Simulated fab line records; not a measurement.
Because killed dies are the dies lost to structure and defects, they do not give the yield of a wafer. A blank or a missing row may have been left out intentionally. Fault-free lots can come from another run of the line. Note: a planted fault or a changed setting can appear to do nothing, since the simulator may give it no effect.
Which tool is to blame?	flow gf180mcu	6 lots with 17 wafers sampled at 3 steps, on a route of 602 steps

== WHAT THE GAUGES SHOWED, per wafer ==
GF_M1_OVL_MEAS_15.
lot	measured	on	M1_OVL (nm)
L122	day 18 03:24	overlay-02	-10 -15 -11
L124	day 18 19:58	overlay-01	-3 -2 -2
L130	day 20 18:16	overlay-02	-5 -3
L136	day 23 00:07	overlay-02	-8 3 -3
L140	day 24 05:54	overlay-02	-5 -4 -7
L142	day 24 19:45	overlay-01	4 6 8

== WHICH TOOL RAN EACH LOT (tool, then ch and the chambers of the sampled wafers, then the start) ==
lot	GF_M1_SPUTTER_00	GF_M1_SPUTTER_04
L122	pvd sputter-04, day 17 03:25	pvd sputter-04, day 17 03:36
L124	pvd sputter-02, day 17 20:05	pvd sputter-02, day 17 20:16
L130	pvd sputter-04, day 19 17:34	pvd sputter-04, day 19 17:45
L136	pvd sputter-02, day 22 00:48	pvd sputter-02, day 22 00:59
L140	pvd sputter-04, day 23 07:18	pvd sputter-04, day 23 07:29
L142	pvd sputter-04, day 23 21:37	pvd sputter-04, day 23 21:48
- GF_M1_SPUTTER_00: material Ti, target thk 37.5 nm, time 150 s.
- GF_M1_SPUTTER_04: material TiN, target thk 50 nm, time 41.7 s.

== THE ANSWER, worked out from the rows above alone ==
Rule: what is usual is taken from the lots themselves. The widest of any qualifying gaps counts: lots, ordered by their means at a reading, are off when they make up no more than a third of the lots, leave a main group of 4 or more, and stand apart from it by 3 or more times the standard deviation of that group's means. The tables above print the reading to a certain number of digits; a main group whose means all agree to those digits is not used. A lot without any number at a reading at which 4 lots or more have one is off too. The other lots that the step has rows for count as sound.
No lot is off at any reading shown: from this, nothing can be told.

== WHAT WAS PUT IN BY THE SIMULATOR ==
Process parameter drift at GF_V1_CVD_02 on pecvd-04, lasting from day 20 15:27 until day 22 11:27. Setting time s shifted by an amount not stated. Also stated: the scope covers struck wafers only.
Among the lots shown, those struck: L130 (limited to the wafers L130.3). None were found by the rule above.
